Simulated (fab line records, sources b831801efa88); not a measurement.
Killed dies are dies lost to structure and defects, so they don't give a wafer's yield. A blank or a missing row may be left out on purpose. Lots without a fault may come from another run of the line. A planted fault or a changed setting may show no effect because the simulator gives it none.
fab line records | flow sky130
record lots=6 wafers=18 last_day=49
route steps=708 shown VT_ADJUST_LVTN@99 PAD_OPEN@708
lots that met no fault: from a run of the same line without faults
start_h: hours from the record's first day to the start of the lot's first wafer shown | wait_h: hours since the lot's step before | " the same as in the row above | L1.1+2: a row that stands for several wafers | - no value, or no start given | * or withheld: withheld | < > ~ a bound
route shown NAME@n: a module of which the file shows steps, and the number in the route of the first | usual: mean/standard deviation of fault-free wafers | same: alike in all rows | chamber/n: place in a boat | sites: the reading at each site | _std_site: their standard deviation | _edge_site: outer sites' mean less inner sites' | radius_mm: how far each site lies from the wafer's centre | mask NAME#n: copy n | behind: the tool/chamber that last shaped the wafer | hold: why the lot was held/for how many hours/how that ended | device: the transistor (n, p or np) that didn't switch | end of line: the same wafers' tests at the end of the route | a step without rows: its recipe alone | killed: dies lost to structure and defects at the first sort, not the wafer's yield | map: a wafer's dies, x killed, . not, _ none there
set.NAME: the setting as run; set.NAME@STEP: as run at that earlier step | model.NAME: the simulator's own value behind a step, which no gauge read
lots at some steps of the route; a table a step, a row a wafer
services: from which hour (start_h, from the record's first day; less than 0 if before it) a tool's chamber was out of use, for how many hours, and why
## steps
# step SKY_VT_ADJUST_LVTN_COAT_02
# recipe spin_rpm=2000 resist_thk_nm=3000
# step SKY_VT_ADJUST_LVTN_SOFTBAKE_03
# recipe temp_c=110 time_s=withheld
# step SKY_VT_ADJUST_LVTN_EXPOSE_04
# recipe mask_id=NWM_COMPLEMENT_LESS_NATIVE na=0.6 source_shape=conventional sigma_outer=0.6 polarization=unpolarized target_cd_nm=840 dose_mj=194
# step SKY_VT_ADJUST_LVTN_PEB_05
# recipe temp_c=115 time_s=withheld
# step SKY_VT_ADJUST_LVTN_DEVELOP_06
# recipe wall_angle_deg=90 developer=TMAH develop_time_s=60 dev_temp_c=23
# step SKY_VT_ADJUST_LVTN_OVL_MEAS_07
# usual VT_ADJUST_LVTN_OVL=0.5/0.95
# columns lot.wafer tool chamber start_h wait_h VT_ADJUST_LVTN_OVL[nm]
L930.3 overlay-02 - 157.56 - 0.7
L930.4 " - " " 0.7
L930.5 " - " " 1.8
L931.2 overlay-02 - 162.18 - 1.0
L931.3 " - " " 1.0
L931.6 " - " " 1.5
L939.1 overlay-01 - 212.75 - 0.5
L939.2 " - " " -0.2
L939.4 " - " " 1.0
L941.1 overlay-02 - 226.07 - -0.2
L941.4 " - " " -1.1
L941.6 " - " " -0.8
L943.1 overlay-02 - 237.82 - 0.8
L943.3 " - " " 0.4
L943.4 " - " " 1.5
L949.2 overlay-01 - 275.90 - -0.2
L949.4 " - " " -0.9
L949.6 " - " " -0.3
# step SKY_VT_ADJUST_LVTN_IMPLANT_08
# recipe species=B energy_kev=30 dose_cm2=1.57e+12 tilt_deg=withheld
# step SKY_VT_ADJUST_LVTN_STRIP_09
# recipe chemistry=O2/N2 power_w=1400 pressure_mtorr=1500 platen_temp_c=withheld o2_flow_sccm=3000 n2_flow_sccm=300 overash_fraction=0.5
# usual chamber_pressure_mTorr=1500.1/1.3 drypump_motor_current_A=5.7/0.38 o2_flow_sccm=2999/8.3 oes_product_au=0.722/0.0045 strip_time_to_endpoint_s=36.90/0.1
# columns lot.wafer tool chamber start_h wait_h chamber_pressure_mTorr drypump_motor_current_A o2_flow_sccm oes_product_au rf_hours_counter_h strip_time_to_endpoint_s
L930.3 plasma_asher-04 0 157.77 0.1 1503.0 5.9 3009 0.726 - 36.85
L930.4 " 1 " " 1502.1 6.0 2989 0.722 - 36.71
L930.5 " 0 " " 1500.8 6.0 3010 0.730 - 36.89
L931.2 plasma_asher-04 1 162.36 0.1 1500.0 6.0 2974 0.717 47 36.77
L931.3 " 0 " " 1502.4 6.0 2992 0.716 - 36.79
L931.6 " 1 " " 1499.2 6.0 2988 0.724 - 36.84
L939.1 plasma_asher-04 1 212.93 0.1 1502.2 6.0 3010 0.720 52 36.88
L939.2 " 0 " " 1502.5 6.0 2996 0.726 52 36.87
L939.4 " 1 " " 1499.7 6.0 2989 0.724 - 36.94
L941.1 plasma_asher-01 1 226.26 0.1 1499.7 5.2 2994 0.719 42 36.84
L941.4 " 0 " " 1499.1 5.9 2992 0.720 - 36.96
L941.6 " 1 " " 1501.4 5.2 3000 0.722 - 36.82
L943.1 plasma_asher-04 1 238.01 0.1 1498.9 6.0 2992 0.724 55 36.73
L943.3 " 0 " " 1500.5 6.0 2985 0.724 - 36.77
L943.4 " 1 " " 1500.7 6.0 3005 0.716 - 36.88
L949.2 plasma_asher-04 0 276.08 0.1 1498.6 6.0 3006 0.714 59 36.95
L949.4 " 0 " " 1499.3 6.0 2993 0.722 - 36.83
L949.6 " 1 " " 1498.7 6.0 3002 0.724 - 36.85
# step SKY_VT_ADJUST_LVTN_TW_MEAS_10
# usual VT_ADJUST_LVTN_TW=238.9/1.6
# columns lot.wafer tool chamber start_h wait_h VT_ADJUST_LVTN_TW
L930.3 film_metro-03 - 157.85 0.1 241.9
L930.4 " - " " 241.1
L930.5 " - " " 240.3
L931.2 film_metro-01 - 162.47 0.1 235.8
L931.3 " - " " 235.8
L931.6 " - " " 236.9
L939.1 film_metro-01 - 213.03 0.1 235.5
L939.2 " - " " 237.3
L939.4 " - " " 237.3
L941.1 film_metro-01 - 226.36 0.1 238.5
L941.4 " - " " 238.4
L941.6 " - " " 238.7
L943.1 film_metro-02 - 238.11 0.1 238.8
L943.3 " - " " 237.8
L943.4 " - " " 238.5
L949.2 film_metro-02 - 276.19 0.1 239.7
L949.4 " - " " 238.3
L949.6 " - " " 238.9
# step SKY_VT_ADJUST_LVTN_DEHYDRATE_11
# recipe temp_c=200 time_s=60
# step SKY_VT_ADJUST_LVTN_HMDS_12
# recipe prime_time_s=60 prime_temp_c=120
# step SKY_VT_ADJUST_LVTN_COAT_13
# recipe resist=NOVOLAK spin_rpm=3000 resist_thk_nm=1140
# step SKY_VT_ADJUST_LVTN_SOFTBAKE_14
# recipe temp_c=90 time_s=60 resist=NOVOLAK
# usual exhaust_pa=45.1/0.98 run_length_s=89.13/0.18
# columns lot.wafer tool chamber start_h wait_h exhaust_pa run_length_s model.NOVOLAK_of_VT_ADJUST_LVTN_COAT_13.thk_nm
L930.3 litho_track-03 0 168.55 0.1 46.3 89.43 1134
L930.4 " 0 " " 46.2 89.14 1137
L930.5 " 0 " " 45.5 89.44 1135
L931.2 litho_track-02 0 172.97 0.1 44.4 89.04 1138
L931.3 " 0 " " 44.6 89.00 1141
L931.6 " 0 " " 46.1 88.91 1142
L939.1 litho_track-03 0 224.10 0.1 45.9 114.87 1133
L939.2 " 0 " " 44.8 89.30 1141
L939.4 " 0 " " 45.4 115.04 1135
L941.1 litho_track-03 0 236.95 0.1 43.1 115.13 1132
L941.4 " 0 " " 44.8 114.95 1127
L941.6 " 0 " " 44.9 89.19 1141
L943.1 litho_track-02 0 249.35 0.1 44.6 88.84 1138
L943.3 " 0 " " 44.4 88.99 1136
L943.4 " 0 " " 44.3 89.11 1136
L949.2 litho_track-02 0 288.12 0.1 44.6 88.93 1142
L949.4 " 0 " " 45.4 89.07 1140
L949.6 " 0 " " 44.6 88.89 1138
# step SKY_VT_ADJUST_LVTN_EXPOSE_15
# recipe mask_id=HVN_STD_DERIVED na=0.6 source_shape=conventional sigma_outer=0.6 polarization=unpolarized target_cd_nm=600 dose_mj=163
# step SKY_VT_ADJUST_LVTN_PEB_16
# recipe temp_c=withheld time_s=* resist=NOVOLAK
# step SKY_VT_ADJUST_LVTN_DEVELOP_17
# recipe resist=NOVOLAK developer=TMAH develop_time_s=60 dev_temp_c=23
# usual exhaust_pa=45.0/0.84
# columns lot.wafer tool chamber start_h wait_h exhaust_pa model.NOVOLAK_of_VT_ADJUST_LVTN_COAT_13.thk_nm
L930.3 litho_track-03 0 178.70 0.1 44.5 1134
L930.4 " 0 " " 45.6 1137
L930.5 " 0 " " 46.1 1135
L931.2 litho_track-02 0 182.57 0.1 46.7 1138
L931.3 " 0 " " 44.1 1141
L931.6 " 0 " " 45.9 1142
L939.1 litho_track-01 0 234.52 0.1 45.9 1133
L939.2 " 0 " " 44.8 1141
L939.4 " 0 " " 45.2 1135
L941.1 litho_track-02 0 248.75 0.1 43.6 1131
L941.4 " 0 " " 44.5 1126
L941.6 " 0 " " 44.7 1141
L943.1 litho_track-01 0 261.37 0.1 45.0 1138
L943.3 " 0 " " 44.4 1135
L943.4 " 0 " " 43.8 1136
L949.2 litho_track-02 0 299.12 0.1 46.3 1142
L949.4 " 0 " " 46.5 1139
L949.6 " 0 " " 45.4 1137
# step SKY_VT_ADJUST_LVTN_OVL_MEAS_18
# usual VT_ADJUST_LVTN_01_OVL=-0.5/1.6
# columns lot.wafer tool chamber start_h wait_h VT_ADJUST_LVTN_01_OVL[nm]
L930.3 overlay-01 - 178.81 0.1 -2.7
L930.4 " - " " -3.7
L930.5 " - " " -3.7
L931.2 overlay-01 - 182.70 0.1 -0.4
L931.3 " - " " 0.8
L931.6 " - " " -0.6
L939.1 overlay-01 - 234.67 0.1 -2.8
L939.2 " - " " -0.4
L939.4 " - " " -0.9
L941.1 overlay-01 - 248.90 0.1 -0.3
L941.4 " - " " 0.4
L941.6 " - " " -0.9
L943.1 overlay-01 - 261.52 0.1 1.1
L943.3 " - " " -1.0
L943.4 " - " " -0.7
L949.2 overlay-02 - 299.25 0.1 -0.1
L949.4 " - " " -2.3
L949.6 " - " " 0.5
# step SKY_VT_ADJUST_LVTN_IMPLANT_19
# recipe species=B energy_kev=30 dose_cm2=6.5e+11 tilt_deg=withheld
# step SKY_VT_ADJUST_LVTN_STRIP_20
# recipe chemistry=O2/N2 power_w=1400 pressure_mtorr=1500 platen_temp_c=withheld o2_flow_sccm=3000 n2_flow_sccm=300 overash_fraction=0.5
# usual chamber_pressure_mTorr=1499.9/1.5 drypump_motor_current_A=5.5/0.36 o2_flow_sccm=3001/8.9 oes_product_au=0.715/0.0044 strip_time_to_endpoint_s=14.17/0.034
# columns lot.wafer tool chamber start_h wait_h chamber_pressure_mTorr drypump_motor_current_A o2_flow_sccm oes_product_au rf_hours_counter_h strip_time_to_endpoint_s
L930.3 plasma_asher-01 1 179.14 0.1 1498.8 5.2 3003 0.716 - 14.11
L930.4 " 0 " " 1501.3 5.9 3002 0.714 - 14.16
L930.5 " 0 " " 1499.4 5.9 2987 0.720 - 14.11
L931.2 plasma_asher-02 1 182.88 0.1 1498.4 5.1 2991 0.719 48 14.15
L931.3 " 1 " " 1501.0 5.1 2999 0.723 - 14.19
L931.6 " 0 " " 1500.1 5.2 3002 0.709 - 14.20
L939.1 plasma_asher-01 1 234.86 0.1 1499.9 5.2 2997 0.711 43 14.09
L939.2 " 0 " " 1499.8 5.9 3014 0.715 43 14.19
L939.4 " 1 " " 1500.6 5.2 2996 0.723 - 14.11
L941.1 plasma_asher-04 1 249.08 0.1 1500.4 6.0 3011 0.720 56 14.09
L941.4 " 1 " " 1499.2 6.0 2988 0.720 - 14.03
L941.6 " 1 " " 1498.0 6.0 3016 0.717 - 14.19
L943.1 plasma_asher-04 1 261.71 0.1 1499.6 6.0 2981 0.713 57 14.16
L943.3 " 0 " " 1498.8 6.0 3013 0.709 - 14.15
L943.4 " 1 " " 1501.9 6.0 2981 0.713 - 14.12
L949.2 plasma_asher-02 1 299.43 0.1 1500.9 5.1 3007 0.719 59 14.20
L949.4 " 1 " " 1502.0 5.1 3016 0.713 - 14.16
L949.6 " 0 " " 1498.7 5.2 3007 0.724 - 14.14
# step SKY_VT_ADJUST_LVTN_TW_MEAS_21
# usual VT_ADJUST_LVTN_2_TW=186.4/1.3
# columns lot.wafer tool chamber start_h wait_h VT_ADJUST_LVTN_2_TW
L930.3 film_metro-02 - 179.22 0.1 186.3
L930.4 " - " " 186.0
L930.5 " - " " 186.1
L931.2 film_metro-01 - 183.03 0.1 184.9
L931.3 " - " " 185.1
L931.6 " - " " 184.8
L939.1 film_metro-01 - 234.96 0.1 185.7
L939.2 " - " " 185.4
L939.4 " - " " 184.5
L941.1 film_metro-03 - 249.18 0.1 189.1
L941.4 " - " " 188.7
L941.6 " - " " 188.8
L943.1 film_metro-01 - 261.81 0.1 187.3
L943.3 " - " " 187.3
L943.4 " - " " 185.6
L949.2 film_metro-01 - 299.54 0.1 184.6
L949.4 " - " " 185.3
L949.6 " - " " 184.6
# step SKY_PAD_OPEN_PROBE_99
# usual killed_at_M0_to_M3=43/7.4 killed_at_M4_up=3.5/2.1 killed_at_contacts=24/5.4 killed_at_front_end=15/4.7 killed_at_other=0.2/0.44 killed_dies=85/10 killed_on_rim=17/4.2 killed_open=47/7.1 killed_short=38/7
# same gross_dies=492 killed_at_back_side=0
# columns lot.wafer tool chamber start_h wait_h killed_at_M0_to_M3 killed_at_M4_up killed_at_contacts killed_at_front_end killed_at_other killed_dies killed_on_rim killed_open killed_short
L930.3 prober-02 - 1111.70 0.2 49 3 15 13 0 80 23 45 35
L930.4 prober-02 - 1111.75 0.2 46 1 28 15 0 90 10 55 35
L930.5 prober-02 - 1111.80 0.2 44 3 29 11 0 87 21 45 42
L939.1 prober-01 - 1140.45 0.1 42 6 28 16 0 92 18 49 43
L939.2 prober-01 - 1140.50 0.1 33 5 25 21 0 84 9 51 33
L939.4 prober-01 - 1140.60 0.2 34 3 32 9 0 78 12 41 37
L941.1 prober-01 - 1149.49 0.1 32 4 18 13 0 67 11 36 31
L941.4 prober-01 - 1149.64 0.2 35 3 26 8 0 72 15 39 33
L941.6 prober-01 - 1149.74 0.2 39 4 27 14 1 85 16 52 33
L943.1 prober-01 - 1157.02 0.1 51 8 25 13 0 97 21 43 54
L943.3 prober-01 - 1157.12 0.2 40 2 23 9 0 74 12 39 35
L943.4 prober-01 - 1157.17 0.2 37 1 25 15 0 78 16 47 31
# killed by level:class
L930.3 VIA1:geometric_particle:open=12 METAL1:geometric_particle:short=9 VIA2:geometric_particle:open=8 LI_CONTACT:geometric_particle:open=6 VIA1:geometric_particle:short=6 VIA3:geometric_particle:open=6 FIELD_ISO:geometric_particle:open=5 FIELD_ISO:geometric_particle:short=3
L930.4 VIA1:geometric_particle:open=12 CONTACT:geometric_particle:open=8 LI_CONTACT:geometric_particle:open=7 VIA2:geometric_particle:open=7 VIA3:geometric_particle:open=6 METAL2:geometric_particle:short=6 LOCAL_INTERCONNECT:geometric_particle:short=5 POLY_GATE:geometric_particle:open=5
L930.5 CONTACT:geometric_particle:open=13 VIA1:geometric_particle:open=9 METAL1:geometric_particle:short=8 VIA3:geometric_particle:open=7 CONTACT:geometric_particle:short=6 VIA2:geometric_particle:short=6 LOCAL_INTERCONNECT:geometric_particle:short=5 FIELD_ISO:geometric_particle:short=4
L939.1 CONTACT:geometric_particle:short=10 VIA1:geometric_particle:open=8 VIA2:geometric_particle:open=8 VIA3:geometric_particle:open=8 LI_CONTACT:geometric_particle:open=7 CONTACT:geometric_particle:open=5 POLY_GATE:geometric_particle:short=4 LOCAL_INTERCONNECT:geometric_particle:short=4
L939.2 CONTACT:geometric_particle:open=12 VIA1:geometric_particle:open=6 VIA3:geometric_particle:open=6 POLY_GATE:geometric_particle:open=5 CONTACT:geometric_particle:short=5 FIELD_ISO:geometric_particle:open=4 POLY_GATE:geometric_particle:short=4 METAL1:geometric_particle:short=4
L939.4 CONTACT:geometric_particle:open=9 LI_CONTACT:geometric_particle:short=8 LOCAL_INTERCONNECT:geometric_particle:short=7 VIA1:geometric_particle:open=7 VIA3:geometric_particle:open=7 VIA2:geometric_particle:open=5 POLY_GATE:geometric_particle:open=4 LI_CONTACT:geometric_particle:open=4
L941.1 VIA2:geometric_particle:open=7 LI_CONTACT:geometric_particle:open=5 VIA1:geometric_particle:open=5 VIA3:geometric_particle:open=5 FIELD_ISO:geometric_particle:short=4 LOCAL_INTERCONNECT:geometric_particle:short=4 CONTACT:geometric_particle:open=4 VIA1:geometric_particle:short=4
L941.4 VIA1:geometric_particle:open=11 CONTACT:geometric_particle:open=8 LI_CONTACT:geometric_particle:open=6 LOCAL_INTERCONNECT:geometric_particle:short=5 CONTACT:geometric_particle:short=5 METAL1:geometric_particle:short=5 FIELD_ISO:geometric_particle:short=4 METAL2:geometric_particle:short=4
L941.6 VIA1:geometric_particle:open=14 CONTACT:geometric_particle:open=10 VIA3:geometric_particle:open=7 LI_CONTACT:geometric_particle:open=6 LOCAL_INTERCONNECT:geometric_particle:short=6 POLY_GATE:geometric_particle:open=4 VIA2:geometric_particle:open=4 METAL4:geometric_particle:short=4
L943.1 VIA2:geometric_particle:open=11 LI_CONTACT:geometric_particle:open=8 METAL4:geometric_particle:short=7 METAL2:geometric_particle:short=7 POLY_GATE:geometric_particle:short=6 LOCAL_INTERCONNECT:geometric_particle:short=6 VIA1:geometric_particle:open=6 VIA1:geometric_particle:short=6
L943.3 VIA1:geometric_particle:open=9 LI_CONTACT:geometric_particle:open=7 METAL1:geometric_particle:short=7 VIA3:geometric_particle:open=6 CONTACT:geometric_particle:short=5 VIA1:geometric_particle:short=5 VIA2:geometric_particle:open=5 CONTACT:geometric_particle:open=4
L943.4 CONTACT:geometric_particle:open=13 VIA1:geometric_particle:open=9 VIA2:geometric_particle:open=7 POLY_GATE:geometric_particle:short=5 CONTACT:geometric_particle:short=5 VIA3:geometric_particle:open=5 LI_CONTACT:geometric_particle:open=4 VIA1:geometric_particle:short=4
## services
# columns tool chamber start_h hours kind
plasma_asher-02 - 138.18 0.9 repair
plasma_asher-02 - 270.27 10.1 repair
## key
first_sign step=SKY_VT_ADJUST_LVTN_SOFTBAKE_14 reading=run_length_s direction=up sigmas=99+ usual=* struck=*
effect step=SKY_VT_ADJUST_LVTN_STRIP_20 reading=strip_time_to_endpoint_s direction=down sigmas=2.6 usual=* struck=*
model_effect step=SKY_VT_ADJUST_LVTN_SOFTBAKE_14 value=NOVOLAK_of_VT_ADJUST_LVTN_COAT_13.thk_nm without=1139 struck=1132
model_effect step=SKY_VT_ADJUST_LVTN_DEVELOP_17 value=NOVOLAK_of_VT_ADJUST_LVTN_COAT_13.thk_nm without=1138 struck=1131
met_at SKY_VT_ADJUST_LVTN_SOFTBAKE_14
struck_wafers L939.1,L939.4,L941.1,L941.4
tester_left_out L939,L941
onset_between 168.55 224.10
fault kind=process_parameter_drift tool=litho_track-03 chamber=- onset_h=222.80 steps=SKY_VT_ADJUST_LVTN_SOFTBAKE_14 channel=time_s offset=* shape=step end_h=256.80 scope=struck_wafers_only acts_in=* stated=*
# tester_left_out: of these lots the tester's yield and bins aren't shown, on N5 and GAA mostly nor the transistor test; their killed dies are dies lost to structure and defects alone, not to doping, threshold or leakage, so they don't give the yield
